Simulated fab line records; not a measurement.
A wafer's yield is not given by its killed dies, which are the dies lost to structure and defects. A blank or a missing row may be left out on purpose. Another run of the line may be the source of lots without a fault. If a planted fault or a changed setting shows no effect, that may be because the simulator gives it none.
Chamber matching ; flow gf180mcu ; cmp-01 running GF_STI_CMP_25: 4 sister chambers
The step polishes, stops on Si3N4, t overpolish 33 s, target thk 524.6 nm. 4 wafers are shown with their chamber, then 6 later ones without.

== WAFERS, EACH WITH ITS CHAMBER ==
wafer;chamber;motor-current-A (A)
L483.2;3;12.7
L487.4;2;12.7
L488.2;1;12.3
L488.3;0;12.5

== WAFERS WITH NO CHAMBER GIVEN ==
wafer;motor-current-A (A)
L488.4;12.5
L491.1;12.7
L491.2;11.3
L491.3;13.0
L494.2;12.2
L494.3;12.9

== EACH ONE'S CHAMBER ==
wafer;from the rows above;in truth
L488.4;can't be placed: 0 or 1 or 2 or 3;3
L491.1;can't be placed: 2 or 3 or 0 or 1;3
L491.2;can't be placed: 1 or 0 or 2 or 3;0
L491.3;can't be placed: 2 or 3 or 0 or 1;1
L494.2;can't be placed: 1 or 0 or 2 or 3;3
L494.3;can't be placed: 2 or 3 or 0 or 1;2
Placed correctly: 0 of 6. Can't be placed from these rows: 6 (the true chamber is among the candidates in 6). Wrongly placed: 0.
How it was worked out, from the rows above alone: a wafer's distance from a chamber is the root of the sum, over the readings, of the square of ((its reading less the chamber's mean) divided by the reading's scatter). If the next closest chamber is less than 2 further off than the closest, the wafer can't be placed; otherwise it belongs to the closest. For every chamber, the mean is computed from those of its wafers that are shown. The scatter: root of mean squared gap, hidden wafer to nearest shown wafer, with one shown wafer a chamber.
